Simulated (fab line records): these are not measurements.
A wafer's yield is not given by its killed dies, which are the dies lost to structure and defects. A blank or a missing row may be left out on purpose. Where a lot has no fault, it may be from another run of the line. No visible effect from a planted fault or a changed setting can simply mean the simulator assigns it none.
Struck lot and sound lot, side by side + flow sky130 + 17 steps out of a route of 708
Sound: the wafers L642.1, L642.3, L642.6. The struck wafers were L649.1, L649.4, L649.5. The cause comes at the end.
Order at every step that has rows: each side's tool, ch and its chambers, its first start. Under that, the readings that differ: sound wafers + struck wafers + difference of the means + sigmas: that difference in standard deviations of wafers without a fault.
alike: a reading whose means differ by less than 2 such deviations, as well as words and numbers matching on both sides. not compared: withheld readings; readings where some wafer has no value; bounds like >300 that might hide an equal value; numbers whose values overlap and for which the record gives no deviation.
The two part at a step that has a row with sigmas, a row that says differs or no value, or rows on one side only. Non-overlapping numbers with no deviation appear without sigmas and do not part them. A reading that every wafer of one side lacks parts them only if that side has two wafers or more.

first, 6 steps without rows for these wafers: SKY_VIA4_HMDS_05 (prime time 60 s); SKY_VIA4_COAT_06 (resist thk 1140 nm); SKY_VIA4_SOFTBAKE_07 (time 60 s); SKY_VIA4_EXPOSE_08 (exposes mask VIM4, target cd 800 nm); SKY_VIA4_PEB_09; SKY_VIA4_DEVELOP_10 (develop time 60 s).
SKY_VIA4_OVL_MEAS_11:
  struck on overlay-01, day 45 15:31; sound on overlay-01, day 43 16:42
  alike: VIA4_OVL
SKY_VIA4_ETCH_12: etches SiO2 in C4F8/O2/Ar, stops on TiN, target depth 580 nm.
  sound on rieDiel-02 ch 0,1,3, day 43 16:44; struck on rieDiel-04 ch 2,3, day 45 15:34
  alike: oesProductAu
SKY_VIA4_STRIP_13: strips in O2/N2.
  sound on plasmaAsher-04 ch 0,1, day 43 16:49; struck on plasmaAsher-03 ch 0, day 45 15:38
  alike: drypumpMotorCurrentA, oesProductAu, stripTimeToEndpointS
  not compared: rfHoursCounterH
then, 3 steps without rows for these wafers: SKY_VIA4_STRIP_14 (strips in post etch residue remover, time 1200 s); SKY_VIA4_CLEAN_15 (cleans in IPA, time 180 s); SKY_VIA4_CLEAN_16 (cleans in O3/DIW).
SKY_VIA4_SPUTTER_17: material TiN, target thk 20 nm, time 80 s.
  struck on pvdSputter-01, day 45 16:20; sound on pvdSputter-04, day 43 17:26
| reading                                 | sound             | struck            | difference | sigmas |
|-----------------------------------------|-------------------|-------------------|------------|--------|
| model.TiN_of_VIA4_SPUTTER_17.thkNm (nm) | 19.87 20.46 20.35 | 35.02 35.61 35.09 | +15.01     |        |
  alike: throttleValvePct
SKY_VIA4_CVD_18: deposits W, target thk 505 nm, time 152.14 s.
  sound on cvdW-02 ch 1, day 43 17:30; struck on cvdW-02 ch 0,1, day 45 16:23
  alike: heaterPowerOuterW, heaterPowerW
SKY_VIA4_RS_MEAS_19: measures by four-point-probe.
  struck on filmMetro-01, day 45 16:50; sound on filmMetro-03, day 43 17:39
| reading            | sound                | struck               | difference | sigmas |
|--------------------|----------------------|----------------------|------------|--------|
| VIA4_W_RS (ohm/sq) | 0.2286 0.2278 0.2273 | 0.2225 0.2178 0.2184 | -0.0083    | -3     |
  not compared: hold
SKY_VIA4_THK_MEAS_20: measures by xrf.
  struck on filmMetro-01, day 45 19:20; sound on filmMetro-03, day 43 17:46
| reading | sound | struck                                                                  | difference                   | sigmas |
|---------|-------|-------------------------------------------------------------------------|------------------------------|--------|
| hold    | - - - | awaitDispo/2.4h/release awaitDispo/2.4h/release awaitDispo/2.4h/release | no value on the sound wafers |        |
  alike: VIA4_W_THK
-- the record jumps here: 3 days lie between the struck wafers' starts before and after (it left off in module VIA4 and takes up again in module PAD_OPEN, whose first step shown is number 708 of the route) --
SKY_PAD_OPEN_PROBE_99:
  rows exist in the record for the struck wafers here (prober-01, day 48 08:36), but not for the sound ones

WHERE THEY PART
At SKY_VIA4_RS_MEAS_19 first; at SKY_PAD_OPEN_PROBE_99 last (within this record only).

WHY: what the simulator had put in
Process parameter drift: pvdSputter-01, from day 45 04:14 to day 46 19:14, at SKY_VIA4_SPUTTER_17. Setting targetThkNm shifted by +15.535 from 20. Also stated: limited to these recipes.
